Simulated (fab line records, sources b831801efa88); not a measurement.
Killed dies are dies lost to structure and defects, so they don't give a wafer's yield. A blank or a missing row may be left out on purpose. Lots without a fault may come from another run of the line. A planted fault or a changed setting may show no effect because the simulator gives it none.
fab line records | flow sky130
record lots=5 wafers=15 last_day=49
route steps=708 shown POLY_GATE@230 LDD_N@237 LDD_P@255 LDD_HVN@267
lots that met no fault: from a run of the same line without faults
start_h: hours from the record's first day to the start of the lot's first wafer shown | wait_h: hours since the lot's step before | " the same as in the row above | L1.1+2: a row that stands for several wafers | - no value, or no start given | * or withheld: withheld | < > ~ a bound
route shown NAME@n: a module of which the file shows steps, and the number in the route of the first | usual: mean/standard deviation of fault-free wafers | same: alike in all rows | chamber/n: place in a boat | sites: the reading at each site | _std_site: their standard deviation | _edge_site: outer sites' mean less inner sites' | radius_mm: how far each site lies from the wafer's centre | mask NAME#n: copy n | behind: the tool/chamber that last shaped the wafer | hold: why the lot was held/for how many hours/how that ended | device: the transistor (n, p or np) that didn't switch | end of line: the same wafers' tests at the end of the route | a step without rows: its recipe alone | killed: dies lost to structure and defects at the first sort, not the wafer's yield | map: a wafer's dies, x killed, . not, _ none there
set.NAME: the setting as run; set.NAME@STEP: as run at that earlier step | model.NAME: the simulator's own value behind a step, which no gauge read
lots at some steps of the route; a table a step, a row a wafer
services: from which hour (start_h, from the record's first day; less than 0 if before it) a tool's chamber was out of use, for how many hours, and why
## steps
# step SKY_POLY_GATE_ETCH_16
# recipe stop_on=poly-Si chemistry=CH3F/O2 target=Si3N4 source_w=400 bias_w=80 pressure_mtorr=25 ch3f_flow_sccm=40 O2_flow_sccm=30 time_s=147.5 target_depth_a=750
# usual drypump_motor_current_A=6.0/0.53 oes_product_au=0.640/0.0056 throttle_valve_pct=10.535/0.0094
# columns lot.wafer tool chamber start_h wait_h drypump_motor_current_A oes_product_au rf_hours_counter_h throttle_valve_pct
L077.2 rie_diel-03 1 395.02 0.0 5.7 0.638 2 10.540
L077.4 " 3 " " 5.9 0.640 40 10.516
L077.6 " 1 " " 5.7 0.630 - 10.534
L081.1 rie_diel-02 1 430.21 0.0 5.2 0.644 78 10.542
L081.5 " 0 " " 6.0 0.633 - 10.534
L081.6 " 3 " " 6.1 0.637 - 10.534
L083.4 rie_diel-02 1 450.91 0.0 5.2 0.626 79 10.528
L083.5 " 3 " " 6.1 0.641 - 10.532
L083.6 " 2 " " 6.0 0.632 - 10.532
L090.3 rie_diel-03 3 514.30 0.0 5.9 0.647 42 10.509
L090.4 " 2 " " 5.9 0.647 52 10.555
L090.6 " 3 " " 5.9 0.640 - 10.537
L093.1 rie_diel-02 3 533.62 0.0 6.1 0.639 53 10.527
L093.3 " 2 " " 5.9 0.641 11 10.534
L093.6 " 0 " " 6.0 0.645 - 10.522
# step SKY_POLY_GATE_ETCH_17
# recipe target_depth_nm=180 stop_on=SiO2 over_etch_frac=0.56667 chemistry=HBr/Cl2 target=poly-Si icp_w=400 bias_w=100 pressure_mtorr=10 HBr_flow_sccm=150 Cl2_flow_sccm=50 time_s=70.5
# usual drypump_motor_current_A=5.7/0.38 oes_product_au=0.991/0.0063 throttle_valve_pct=33.685/0.0081
# columns lot.wafer tool chamber start_h wait_h drypump_motor_current_A oes_product_au rf_hours_counter_h throttle_valve_pct
L077.2 rie_si-02 2 395.12 0.0 5.8 0.993 60 33.672
L077.4 " 3 " " 5.2 0.998 63 33.698
L077.6 " 1 " " 6.1 1.005 - 33.684
L081.1 rie_si-01 1 430.31 0.0 4.9 0.986 3 33.691
L081.5 " 2 " " 6.1 0.978 - 33.683
L081.6 " 1 " " 4.9 0.994 - 33.689
L083.4 rie_si-02 0 451.01 0.0 5.6 0.992 4 33.681
L083.5 " 2 " " 5.9 0.986 - 33.687
L083.6 " 1 " " 6.1 0.995 - 33.689
L090.3 rie_si-01 3 514.40 0.0 6.0 1.008 5 33.695
L090.4 " 1 " " 5.0 0.986 4 33.686
L090.6 " 0 " " 5.7 0.997 - 33.689
L093.1 rie_si-02 1 533.72 0.0 6.1 0.998 4 33.673
L093.3 " 2 " " 5.8 1.001 0 33.690
L093.6 " 2 " " 5.8 1.002 - 33.682
# step SKY_POLY_GATE_STRIP_18
# recipe chemistry=O2/N2 power_w=1400 pressure_mtorr=1500 platen_temp_c=withheld o2_flow_sccm=3000 n2_flow_sccm=300 overash_fraction=0.5
# usual drypump_motor_current_A=6.0/0.48 oes_product_au=0.360/0.005 strip_time_to_endpoint_s=3.17/0.032
# columns lot.wafer tool chamber start_h wait_h drypump_motor_current_A oes_product_au rf_hours_counter_h strip_time_to_endpoint_s
L077.2 plasma_asher-01 0 395.17 0.0 6.6 0.364 69 3.12
L077.4 " 1 " " 6.0 0.362 - 3.16
L077.6 " 0 " " 6.6 0.373 - 3.11
L081.1 plasma_asher-03 1 430.37 0.0 5.9 0.357 29 3.16
L081.5 " 1 " " 5.9 0.370 - 3.26
L081.6 " 0 " " 6.7 0.364 - 3.20
L083.4 plasma_asher-02 1 451.10 0.1 5.4 0.355 - 3.12
L083.5 " 0 " " 5.6 0.362 - 3.15
L083.6 " 1 " " 5.4 0.362 - 3.14
L090.3 plasma_asher-01 0 514.49 0.1 6.6 0.358 - 3.15
L090.4 " 1 " " 6.0 0.350 - 3.11
L090.6 " 1 " " 6.0 0.363 - 3.19
L093.1 plasma_asher-03 0 533.77 0.0 6.7 0.362 38 3.20
L093.3 " 1 " " 5.9 0.350 - 3.17
L093.6 " 0 " " 6.7 0.362 - 3.21
# step SKY_POLY_GATE_CLEAN_19
# recipe chemistry=SC1/SC2 mix=1:4:20 temp_c=70 time_s=150 dry=n2_spin
# columns lot.wafer tool chamber start_h wait_h
L077.2+4+6 wet_bench-03 0 395.27 0.1
L081.1+5+6 wet_bench-03 1 430.47 0.1
L083.4+5+6 wet_bench-04 3 451.16 0.0
L090.3+4+6 wet_bench-03 0 514.56 0.0
L093.1+3+6 wet_bench-01 3 533.87 0.1
# step SKY_POLY_GATE_OXIDATION_20
# recipe temp_c=850 ambient=O2 stabilise_s=600 purge_s=300 target_thk_a=40 ox_time_s=899
# usual spike_tc_upper_C=850.2/1.6 zone_power_upper_pct=17.9/1.9
# columns lot.wafer tool chamber start_h wait_h spike_tc_upper_C zone_power_upper_pct
L077.2 furnace-02 0 396.50 1.2 850.3 19.3
L077.4 " 0 " " 849.8 19.3
L077.6 " 0 " " 848.3 19.2
L081.1 furnace-02 0 431.68 1.2 849.1 19.2
L081.5 " 0 " " 850.0 19.1
L081.6 " 0 " " 848.1 19.7
L083.4 furnace-01 0 451.21 0.0 853.1 15.2
L083.5 " 0 " " 853.2 15.0
L083.6 " 0 " " 850.1 15.2
L090.3 furnace-02 0 514.61 0.0 849.5 19.2
L090.4 " 0 " " 848.7 18.9
L090.6 " 0 " " 850.7 19.7
L093.1 furnace-02 0 533.92 0.0 850.7 19.5
L093.3 " 0 " " 847.7 19.3
L093.6 " 0 " " 848.6 19.0
# step SKY_POLY_GATE_THK_MEAS_21
# recipe reads=SiO2_of_POLY_GATE_OXIDATION_20
# usual POLY_GATE_OXIDATION_THK=4.04/0.067
# columns lot.wafer tool chamber start_h wait_h POLY_GATE_OXIDATION_THK[nm]
L077.2 film_metro-03 - 397.76 0.0 4.01
L077.4 " - " " 4.01
L077.6 " - " " 4.02
L081.1 film_metro-01 - 432.93 0.0 4.04
L081.5 " - " " 4.03
L081.6 " - " " 3.96
L083.4 film_metro-03 - 452.49 0.0 4.09
L083.5 " - " " 4.15
L083.6 " - " " 4.16
L090.3 film_metro-04 - 515.88 0.0 4.05
L090.4 " - " " 4.10
L090.6 " - " " 4.02
L093.1 film_metro-03 - 535.17 0.0 3.96
L093.3 " - " " 4.06
L093.6 " - " " 4.00
# step SKY_POLY_GATE_CD_MEAS_22
# usual cd_nm=149.4/1.5
# columns lot.wafer tool chamber start_h wait_h cd_nm
L077.2 cd_sem-01 - 397.84 0.1 150.5
L077.4 " - " " 151.8
L077.6 " - " " 148.7
L081.1 cd_sem-02 - 432.99 0.1 146.8
L081.5 " - " " 153.6
L081.6 " - " " 148.2
L083.4 cd_sem-02 - 452.61 0.1 150.0
L083.5 " - " " 150.2
L083.6 " - " " 149.4
L090.3 cd_sem-02 - 515.98 0.1 150.8
L090.4 " - " " 149.2
L090.6 " - " " 149.2
L093.1 cd_sem-01 - 535.23 0.1 150.4
L093.3 " - " " 149.8
L093.6 " - " " 150.2
# step SKY_LDD_N_DEHYDRATE_00
# recipe temp_c=200 time_s=60
# usual chill_plate_temp_C=22.99/0.1
# columns lot.wafer tool chamber start_h wait_h chill_plate_temp_C
L077.2 litho_track-04 0 412.47 14.6 22.79
L077.4 " 0 " " 22.86
L077.6 " 0 " " 22.95
L081.1 litho_track-04 0 447.95 14.9 23.13
L081.5 " 0 " " 23.10
L081.6 " 0 " " 22.94
L083.4 litho_track-04 0 467.57 14.9 23.01
L083.5 " 0 " " 23.01
L083.6 " 0 " " 23.05
L090.3 litho_track-04 0 530.90 14.9 22.98
L090.4 " 0 " " 23.01
L090.6 " 0 " " 22.87
L093.1 litho_track-04 0 550.40 15.1 22.81
L093.3 " 0 " " 22.84
L093.6 " 0 " " 22.88
# step SKY_LDD_N_HMDS_01
# recipe prime_time_s=60 prime_temp_c=120
# usual chill_plate_temp_C=23.03/0.1
# columns lot.wafer tool chamber start_h wait_h chill_plate_temp_C
L077.2 litho_track-04 0 412.62 0.1 23.11
L077.4 " 0 " " 23.09
L077.6 " 0 " " 23.19
L081.1 litho_track-04 0 448.10 0.1 23.05
L081.5 " 0 " " 23.08
L081.6 " 0 " " 22.98
L083.4 litho_track-04 0 467.72 0.1 23.07
L083.5 " 0 " " 23.13
L083.6 " 0 " " 23.19
L090.3 litho_track-04 0 531.05 0.1 23.04
L090.4 " 0 " " 23.10
L090.6 " 0 " " 22.95
L093.1 litho_track-04 0 550.55 0.1 23.06
L093.3 " 0 " " 23.03
L093.6 " 0 " " 23.05
# step SKY_LDD_N_COAT_02
# recipe resist=NOVOLAK spin_rpm=3000 resist_thk_nm=300
# usual chill_plate_temp_C=23.00/0.12
# same dispense_pressure_kPa=42
# columns lot.wafer tool chamber start_h wait_h chill_plate_temp_C
L077.2 litho_track-04 0 412.77 0.1 23.11
L077.4 " 0 " " 23.08
L077.6 " 0 " " 23.00
L081.1 litho_track-04 0 448.25 0.1 23.05
L081.5 " 0 " " 22.96
L081.6 " 0 " " 22.83
L083.4 litho_track-04 0 467.87 0.1 23.11
L083.5 " 0 " " 23.15
L083.6 " 0 " " 23.10
L090.3 litho_track-04 0 531.20 0.1 22.83
L090.4 " 0 " " 22.82
L090.6 " 0 " " 23.04
L093.1 litho_track-04 0 550.70 0.1 23.32
L093.3 " 0 " " 23.20
L093.6 " 0 " " 23.32
# step SKY_LDD_N_SOFTBAKE_03
# recipe temp_c=90 time_s=60 resist=NOVOLAK
# usual chill_plate_temp_C=23.02/0.098
# columns lot.wafer tool chamber start_h wait_h chill_plate_temp_C
L077.2 litho_track-04 0 412.92 0.1 22.98
L077.4 " 0 " " 23.18
L077.6 " 0 " " 22.94
L081.1 litho_track-04 0 448.40 0.1 23.03
L081.5 " 0 " " 23.08
L081.6 " 0 " " 23.15
L083.4 litho_track-04 0 468.02 0.1 23.18
L083.5 " 0 " " 23.05
L083.6 " 0 " " 23.07
L090.3 litho_track-04 0 531.35 0.1 23.03
L090.4 " 0 " " 23.03
L090.6 " 0 " " 23.12
L093.1 litho_track-04 0 550.85 0.1 23.12
L093.3 " 0 " " 23.00
L093.6 " 0 " " 23.03
# step SKY_LDD_N_EXPOSE_04
# recipe mask_id=NTM target_cd_nm=840 na=0.6 source_shape=conventional sigma_outer=0.6 dose_mj=110
# columns lot.wafer tool chamber start_h wait_h mask
L077.2+4+6 iline_stepper-01 0 - - NTM#0
L081.1+5+6 iline_stepper-01 0 - - NTM#0
L083.4+5+6 iline_stepper-02 0 - - NTM#0
L090.3+4+6 iline_stepper-02 0 - - NTM#0
L093.1+3+6 iline_stepper-02 0 - - NTM#0
# step SKY_LDD_N_PEB_05
# recipe temp_c=withheld time_s=* resist=NOVOLAK
# usual chill_plate_temp_C=*
# columns lot.wafer tool chamber start_h wait_h chill_plate_temp_C
L077.2 litho_track-02 0 - - *
L077.4 " 0 " " *
L077.6 " 0 " " *
L081.1 litho_track-02 0 - - *
L081.5 " 0 " " *
L081.6 " 0 " " *
L083.4 litho_track-04 0 - - *
L083.5 " 0 " " *
L083.6 " 0 " " *
L090.3 litho_track-04 0 - - *
L090.4 " 0 " " *
L090.6 " 0 " " *
L093.1 litho_track-02 0 - - *
L093.3 " 0 " " *
L093.6 " 0 " " *
# step SKY_LDD_N_DEVELOP_06
# recipe develop_time_s=60 dev_temp_c=23
# usual chill_plate_temp_C=22.99/0.11
# columns lot.wafer tool chamber start_h wait_h chill_plate_temp_C
L077.2 litho_track-02 0 427.44 0.1 22.95
L077.4 " 0 " " 22.94
L077.6 " 0 " " 22.88
L081.1 litho_track-02 0 463.87 0.1 23.07
L081.5 " 0 " " 23.08
L081.6 " 0 " " 22.97
L083.4 litho_track-04 0 483.42 0.1 23.08
L083.5 " 0 " " 22.96
L083.6 " 0 " " 23.11
L090.3 litho_track-04 0 546.65 0.1 22.82
L090.4 " 0 " " 22.96
L090.6 " 0 " " 22.83
L093.1 litho_track-02 0 565.36 0.1 22.96
L093.3 " 0 " " 22.93
L093.6 " 0 " " 23.09
# step SKY_LDD_N_OVL_MEAS_07
# usual LDD_N_OVL=0.5/1.6
# columns lot.wafer tool chamber start_h wait_h LDD_N_OVL[nm]
L077.2 overlay-02 - 427.57 0.1 -0.3
L077.4 " - " " -0.3
L077.6 " - " " -0.9
L081.1 overlay-01 - 464.02 0.1 2.4
L081.5 " - " " 2.6
L081.6 " - " " 3.2
L083.4 overlay-01 - 483.51 0.1 0.6
L083.5 " - " " -0.3
L083.6 " - " " -0.2
L090.3 overlay-01 - 546.76 0.1 -0.7
L090.4 " - " " 1.0
L090.6 " - " " 1.7
L093.1 overlay-01 - 565.51 0.1 -2.4
L093.3 " - " " -2.5
L093.6 " - " " -0.9
# step SKY_LDD_N_IMPLANT_08
# recipe species=As energy_kev=20 dose_cm2=7.5e+13 tilt_deg=withheld rotation_deg=23
# columns lot.wafer tool chamber start_h wait_h
L077.2+4+6 implanter-02 0 427.63 0.0
L081.1+5+6 implanter-03 0 464.05 0.0
L083.4+5+6 implanter-03 0 483.61 0.1
L090.3+4+6 implanter-03 0 546.83 0.1
L093.1+3+6 implanter-02 0 565.55 0.0
# step SKY_LDD_N_IMPLANT_09
# recipe species=As energy_kev=20 dose_cm2=7.5e+13 tilt_deg=withheld rotation_deg=113
# columns lot.wafer tool chamber start_h wait_h
L077.2+4+6 implanter-02 0 427.78 0.1
L081.1+5+6 implanter-03 0 464.20 0.1
L083.4+5+6 implanter-03 0 483.76 0.1
L090.3+4+6 implanter-03 0 546.98 0.1
L093.1+3+6 implanter-02 0 565.70 0.1
# step SKY_LDD_N_IMPLANT_10
# recipe species=As energy_kev=20 dose_cm2=7.5e+13 tilt_deg=withheld rotation_deg=203
# columns lot.wafer tool chamber start_h wait_h
L077.2+4+6 implanter-02 0 427.93 0.1
L081.1+5+6 implanter-03 0 464.35 0.1
L083.4+5+6 implanter-03 0 483.91 0.1
L090.3+4+6 implanter-03 0 547.13 0.1
L093.1+3+6 implanter-02 0 565.85 0.1
# step SKY_LDD_N_IMPLANT_11
# recipe species=As energy_kev=20 dose_cm2=7.5e+13 tilt_deg=withheld rotation_deg=293
# columns lot.wafer tool chamber start_h wait_h
L077.2+4+6 implanter-02 0 428.08 0.1
L081.1+5+6 implanter-03 0 464.50 0.1
L083.4+5+6 implanter-03 0 484.06 0.1
L090.3+4+6 implanter-03 0 547.28 0.1
L093.1+3+6 implanter-02 0 566.00 0.1
# step SKY_LDD_N_IMPLANT_12
# recipe species=BF2 energy_kev=50 dose_cm2=5e+12 tilt_deg=30 rotation_deg=0
# columns lot.wafer tool chamber start_h wait_h
L077.2+4+6 implanter-02 0 428.23 0.1
L081.1+5+6 implanter-03 0 464.65 0.1
L083.4+5+6 implanter-03 0 484.21 0.1
L090.3+4+6 implanter-03 0 547.43 0.1
L093.1+3+6 implanter-02 0 566.15 0.1
# step SKY_LDD_N_IMPLANT_13
# recipe species=BF2 energy_kev=50 dose_cm2=5e+12 tilt_deg=30 rotation_deg=90
# columns lot.wafer tool chamber start_h wait_h
L077.2+4+6 implanter-02 0 428.38 0.1
L081.1+5+6 implanter-03 0 464.80 0.1
L083.4+5+6 implanter-03 0 484.36 0.1
L090.3+4+6 implanter-03 0 547.58 0.1
L093.1+3+6 implanter-02 0 566.30 0.1
# step SKY_LDD_N_IMPLANT_14
# recipe species=BF2 energy_kev=50 dose_cm2=5e+12 tilt_deg=30 rotation_deg=180
# columns lot.wafer tool chamber start_h wait_h
L077.2+4+6 implanter-02 0 428.53 0.1
L081.1+5+6 implanter-03 0 464.95 0.1
L083.4+5+6 implanter-03 0 484.51 0.1
L090.3+4+6 implanter-03 0 547.73 0.1
L093.1+3+6 implanter-02 0 566.45 0.1
# step SKY_LDD_N_IMPLANT_15
# recipe species=BF2 energy_kev=50 dose_cm2=5e+12 tilt_deg=30 rotation_deg=270
# columns lot.wafer tool chamber start_h wait_h
L077.2+4+6 implanter-02 0 428.68 0.1
L081.1+5+6 implanter-03 0 465.10 0.1
L083.4+5+6 implanter-03 0 484.66 0.1
L090.3+4+6 implanter-03 0 547.88 0.1
L093.1+3+6 implanter-02 0 566.60 0.1
# step SKY_LDD_N_STRIP_16
# recipe chemistry=O2/N2 power_w=1400 pressure_mtorr=1500 platen_temp_c=withheld o2_flow_sccm=3000 n2_flow_sccm=300 overash_fraction=0.5
# usual drypump_motor_current_A=5.7/0.58 oes_product_au=0.407/0.0047 strip_time_to_endpoint_s=4.317/0.013
# columns lot.wafer tool chamber start_h wait_h drypump_motor_current_A oes_product_au rf_hours_counter_h strip_time_to_endpoint_s
L077.2 plasma_asher-03 1 428.80 0.1 5.9 0.406 29 4.312
L077.4 " 1 " " 5.9 0.396 - 4.305
L077.6 " 0 " " 6.7 0.404 - 4.308
L081.1 plasma_asher-04 0 465.25 0.1 5.0 0.399 63 4.336
L081.5 " 1 " " 5.3 0.412 - 4.325
L081.6 " 0 " " 5.0 0.418 - 4.330
L083.4 plasma_asher-02 0 484.76 0.1 5.6 0.414 - 4.325
L083.5 " 0 " " 5.6 0.400 - 4.308
L083.6 " 1 " " 5.4 0.402 - 4.302
L090.3 plasma_asher-02 1 548.01 0.1 5.4 0.407 - 4.308
L090.4 " 0 " " 5.6 0.405 - 4.300
L090.6 " 0 " " 5.6 0.408 - 4.336
L093.1 plasma_asher-02 0 566.75 0.1 5.6 0.406 90 4.323
L093.3 " 1 " " 5.4 0.401 - 4.317
L093.6 " 1 " " 5.4 0.404 - 4.309
# step SKY_LDD_N_TW_MEAS_17
# usual LDD_N_TW=2596/29
# columns lot.wafer tool chamber start_h wait_h LDD_N_TW
L077.2 film_metro-02 - 428.91 0.1 2609
L077.4 " - " " 2590
L077.6 " - " " 2602
L081.1 film_metro-01 - 465.35 0.1 2616
L081.5 " - " " 2637
L081.6 " - " " 2635
L083.4 film_metro-01 - 484.86 0.1 2621
L083.5 " - " " 2584
L083.6 " - " " 2616
L090.3 film_metro-04 - 548.10 0.1 2560
L090.4 " - " " 2573
L090.6 " - " " 2556
L093.1 film_metro-01 - 566.85 0.1 2587
L093.3 " - " " 2610
L093.6 " - " " 2597
# step SKY_LDD_P_DEHYDRATE_00
# recipe temp_c=200 time_s=60
# usual chill_plate_temp_C=23.01/0.094
# columns lot.wafer tool chamber start_h wait_h chill_plate_temp_C
L077.2 litho_track-02 0 444.09 15.2 22.98
L077.4 " 0 " " 23.13
L077.6 " 0 " " 23.00
L081.1 litho_track-02 0 480.32 15.0 22.95
L081.5 " 0 " " 23.00
L081.6 " 0 " " 22.89
L083.4 litho_track-02 0 499.84 15.0 23.08
L083.5 " 0 " " 22.91
L083.6 " 0 " " 22.94
L090.3 litho_track-02 0 562.51 14.4 23.07
L090.4 " 0 " " 23.09
L090.6 " 0 " " 23.15
L093.1 litho_track-03 0 580.93 14.1 22.88
L093.3 " 0 " " 23.07
L093.6 " 0 " " 23.00
# step SKY_LDD_P_HMDS_01
# recipe prime_time_s=60 prime_temp_c=120
# usual chill_plate_temp_C=23.00/0.12
# columns lot.wafer tool chamber start_h wait_h chill_plate_temp_C
L077.2 litho_track-02 0 444.24 0.1 23.14
L077.4 " 0 " " 23.11
L077.6 " 0 " " 22.96
L081.1 litho_track-02 0 480.47 0.1 23.17
L081.5 " 0 " " 22.92
L081.6 " 0 " " 23.08
L083.4 litho_track-02 0 499.99 0.1 23.05
L083.5 " 0 " " 22.99
L083.6 " 0 " " 22.97
L090.3 litho_track-02 0 562.66 0.1 23.26
L090.4 " 0 " " 22.85
L090.6 " 0 " " 23.13
L093.1 litho_track-03 0 581.08 0.1 22.91
L093.3 " 0 " " 22.97
L093.6 " 0 " " 22.95
# step SKY_LDD_P_COAT_02
# recipe resist=NOVOLAK spin_rpm=3000 resist_thk_nm=1140
# usual chill_plate_temp_C=23.01/0.11 dispense_pressure_kPa=46/3.7
# columns lot.wafer tool chamber start_h wait_h chill_plate_temp_C dispense_pressure_kPa
L077.2 litho_track-02 0 444.39 0.1 22.92 51
L077.4 " 0 " " 23.00 51
L077.6 " 0 " " 23.03 51
L081.1 litho_track-02 0 480.62 0.1 23.01 51
L081.5 " 0 " " 23.03 51
L081.6 " 0 " " 22.92 51
L083.4 litho_track-02 0 500.14 0.1 23.02 51
L083.5 " 0 " " 23.00 51
L083.6 " 0 " " 22.88 51
L090.3 litho_track-02 0 562.81 0.1 23.13 51
L090.4 " 0 " " 22.90 51
L090.6 " 0 " " 23.09 51
L093.1 litho_track-03 0 581.23 0.1 23.12 46
L093.3 " 0 " " 23.06 46
L093.6 " 0 " " 23.04 46
# step SKY_LDD_P_SOFTBAKE_03
# recipe temp_c=90 time_s=60 resist=NOVOLAK
# usual chill_plate_temp_C=23.00/0.12
# columns lot.wafer tool chamber start_h wait_h chill_plate_temp_C
L077.2 litho_track-02 0 444.54 0.1 22.99
L077.4 " 0 " " 22.99
L077.6 " 0 " " 23.18
L081.1 litho_track-02 0 480.77 0.1 23.00
L081.5 " 0 " " 22.95
L081.6 " 0 " " 23.04
L083.4 litho_track-02 0 500.29 0.1 23.15
L083.5 " 0 " " 23.08
L083.6 " 0 " " 23.00
L090.3 litho_track-02 0 562.96 0.1 23.00
L090.4 " 0 " " 23.13
L090.6 " 0 " " 22.97
L093.1 litho_track-03 0 581.38 0.1 22.84
L093.3 " 0 " " 22.91
L093.6 " 0 " " 22.94
# step SKY_LDD_P_EXPOSE_04
# recipe mask_id=PSDM na=0.6 source_shape=conventional sigma_outer=0.6 polarization=unpolarized target_cd_nm=380 dose_mj=138
# columns lot.wafer tool chamber start_h wait_h mask
L077.2+4+6 iline_stepper-02 0 - - PSDM#0
L081.1+5+6 iline_stepper-01 0 - - PSDM#0
L083.4+5+6 iline_stepper-02 0 - - PSDM#0
L090.3+4+6 iline_stepper-01 0 - - PSDM#0
L093.1+3+6 iline_stepper-02 0 - - PSDM#0
# step SKY_LDD_P_PEB_05
# recipe temp_c=withheld time_s=* resist=NOVOLAK
# usual chill_plate_temp_C=*
# columns lot.wafer tool chamber start_h wait_h chill_plate_temp_C
L077.2 litho_track-03 0 - - *
L077.4 " 0 " " *
L077.6 " 0 " " *
L081.1 litho_track-02 0 - - *
L081.5 " 0 " " *
L081.6 " 0 " " *
L083.4 litho_track-03 0 - - *
L083.5 " 0 " " *
L083.6 " 0 " " *
L090.3 litho_track-04 0 - - *
L090.4 " 0 " " *
L090.6 " 0 " " *
L093.1 litho_track-04 0 - - *
L093.3 " 0 " " *
L093.6 " 0 " " *
# step SKY_LDD_P_DEVELOP_06
# recipe resist=NOVOLAK developer=TMAH develop_time_s=60 dev_temp_c=23
# usual chill_plate_temp_C=23.01/0.1
# columns lot.wafer tool chamber start_h wait_h chill_plate_temp_C
L077.2 litho_track-03 0 460.20 0.1 22.98
L077.4 " 0 " " 23.06
L077.6 " 0 " " 23.05
L081.1 litho_track-02 0 495.72 0.1 23.04
L081.5 " 0 " " 23.11
L081.6 " 0 " " 23.02
L083.4 litho_track-03 0 515.50 0.1 22.96
L083.5 " 0 " " 22.95
L083.6 " 0 " " 23.04
L090.3 litho_track-04 0 577.35 0.1 23.05
L090.4 " 0 " " 23.15
L090.6 " 0 " " 23.12
L093.1 litho_track-04 0 595.30 0.1 23.05
L093.3 " 0 " " 23.06
L093.6 " 0 " " 23.00
# step SKY_LDD_P_CD_MEAS_07
# recipe target_cd_nm=380
# usual cd_nm=380.0/2.1
# columns lot.wafer tool chamber start_h wait_h cd_nm
L077.2 cd_sem-01 - 460.35 0.1 380.0
L077.4 " - " " 378.5
L077.6 " - " " 378.3
L081.1 cd_sem-01 - 495.87 0.1 379.8
L081.5 " - " " 381.9
L081.6 " - " " 379.1
L083.4 cd_sem-01 - 515.64 0.1 379.3
L083.5 " - " " 378.7
L083.6 " - " " 377.9
L090.3 cd_sem-01 - 577.49 0.1 379.7
L090.4 " - " " 380.0
L090.6 " - " " 380.7
L093.1 cd_sem-01 - 595.45 0.1 382.8
L093.3 " - " " 380.6
L093.6 " - " " 383.6
# step SKY_LDD_P_OVL_MEAS_08
# usual LDD_P_OVL=1.1/1.3
# columns lot.wafer tool chamber start_h wait_h LDD_P_OVL[nm]
L077.2 overlay-02 - 460.46 0.1 2.0
L077.4 " - " " 3.1
L077.6 " - " " 0.7
L081.1 overlay-02 - 495.99 0.1 0.8
L081.5 " - " " 1.9
L081.6 " - " " 2.0
L083.4 overlay-02 - 515.72 0.1 1.6
L083.5 " - " " 2.9
L083.6 " - " " 2.2
L090.3 overlay-02 - 577.58 0.1 0.7
L090.4 " - " " -0.3
L090.6 " - " " -0.8
L093.1 overlay-02 - 595.57 0.1 2.4
L093.3 " - " " 3.9
L093.6 " - " " 3.4
# step SKY_LDD_P_IMPLANT_09
# recipe species=BF2 energy_kev=25 dose_cm2=1e+13 tilt_deg=withheld
# columns lot.wafer tool chamber start_h wait_h
L077.2+4+6 implanter-03 0 460.51 0.0
L081.1+5+6 implanter-04 0 496.02 0.0
L083.4+5+6 implanter-03 0 515.81 0.1
L090.3+4+6 implanter-01 0 577.65 0.1
L093.1+3+6 implanter-04 0 595.60 0.0
# step SKY_LDD_P_STRIP_10
# recipe chemistry=O2/N2 power_w=1400 pressure_mtorr=1500 platen_temp_c=withheld o2_flow_sccm=3000 n2_flow_sccm=300 overash_fraction=0.5
# usual drypump_motor_current_A=6.0/0.62 oes_product_au=0.715/0.0043 strip_time_to_endpoint_s=14.17/0.038
# columns lot.wafer tool chamber start_h wait_h drypump_motor_current_A oes_product_au rf_hours_counter_h strip_time_to_endpoint_s
L077.2 plasma_asher-01 0 460.64 0.1 6.6 0.718 3 14.13
L077.4 " 0 " " 6.6 0.714 - 14.09
L077.6 " 0 " " 6.6 0.719 - 14.15
L081.1 plasma_asher-03 0 496.17 0.1 6.7 0.713 35 14.16
L081.5 " 0 " " 6.7 0.715 - 14.17
L081.6 " 1 " " 5.9 0.716 - 14.17
L083.4 plasma_asher-03 1 515.92 0.1 5.9 0.713 - 14.13
L083.5 " 1 " " 5.9 0.713 - 14.15
L083.6 " 0 " " 6.7 0.721 - 14.17
L090.3 plasma_asher-03 1 577.78 0.1 5.9 0.715 - 14.19
L090.4 " 0 " " 6.7 0.723 - 14.14
L090.6 " 0 " " 6.7 0.714 - 14.16
L093.1 plasma_asher-04 0 595.75 0.1 5.0 0.722 77 14.16
L093.3 " 0 " " 5.0 0.714 - 14.21
L093.6 " 0 " " 5.0 0.719 - 14.19
# step SKY_LDD_P_TW_MEAS_11
# usual LDD_P_TW=640.4/2.7
# columns lot.wafer tool chamber start_h wait_h LDD_P_TW
L077.2 film_metro-03 - 460.75 0.1 640.3
L077.4 " - " " 645.9
L077.6 " - " " 641.2
L081.1 film_metro-02 - 496.27 0.1 638.5
L081.5 " - " " 643.6
L081.6 " - " " 641.6
L083.4 film_metro-02 - 516.02 0.1 641.6
L083.5 " - " " 639.5
L083.6 " - " " 636.7
L090.3 film_metro-02 - 577.87 0.1 640.6
L090.4 " - " " 637.5
L090.6 " - " " 641.8
L093.1 film_metro-03 - 595.85 0.1 639.9
L093.3 " - " " 639.0
L093.6 " - " " 638.4
# step SKY_LDD_HVN_DEHYDRATE_00
# recipe temp_c=200 time_s=60
# usual chill_plate_temp_C=22.99/0.093
# columns lot.wafer tool chamber start_h wait_h chill_plate_temp_C
L077.2 litho_track-04 0 475.42 14.7 22.99
L077.4 " 0 " " 22.99
L077.6 " 0 " " 22.80
L081.1 litho_track-03 0 511.03 14.7 22.89
L081.5 " 0 " " 22.94
L081.6 " 0 " " 22.92
L083.4 litho_track-03 0 530.90 14.9 23.09
L083.5 " 0 " " 23.11
L083.6 " 0 " " 22.84
L090.3 litho_track-03 0 591.28 13.4 23.03
L090.4 " 0 " " 22.87
L090.6 " 0 " " 23.13
L093.1 litho_track-04 0 609.60 13.7 23.08
L093.3 " 0 " " 22.83
L093.6 " 0 " " 23.10
## services
# columns tool chamber start_h hours kind
implanter-03 - 379.56 5.7 repair
iline_stepper-01 - 395.63 2.4 repair
implanter-03 - 405.34 4.0 repair
furnace-02 - 408.31 4.1 pm
implanter-03 - 454.91 2.4 repair
implanter-03 - 468.23 0.7 repair
iline_stepper-01 - 470.19 3.4 repair
plasma_asher-03 - 478.63 11.4 repair
furnace-02 - 485.71 1.5 repair
plasma_asher-03 - 491.73 2.8 pm
plasma_asher-02 - 513.52 2.8 pm
iline_stepper-01 - 529.84 1.7 pm
implanter-02 - 551.21 1.6 repair
plasma_asher-03 - 553.36 14.6 pm
iline_stepper-02 - 557.01 1.7 pm
iline_stepper-02 - 558.68 4.4 pm
furnace-02 - 560.86 5.1 pm
plasma_asher-02 - 563.16 2.7 repair
implanter-03 - 570.89 3.9 repair
iline_stepper-01 - 574.17 2.1 pm
furnace-02 - 576.71 3.0 pm
iline_stepper-02 - 585.85 11.3 repair
implanter-02 - 601.03 2.5 repair
plasma_asher-03 - 606.37 0.7 repair
## key
fault none
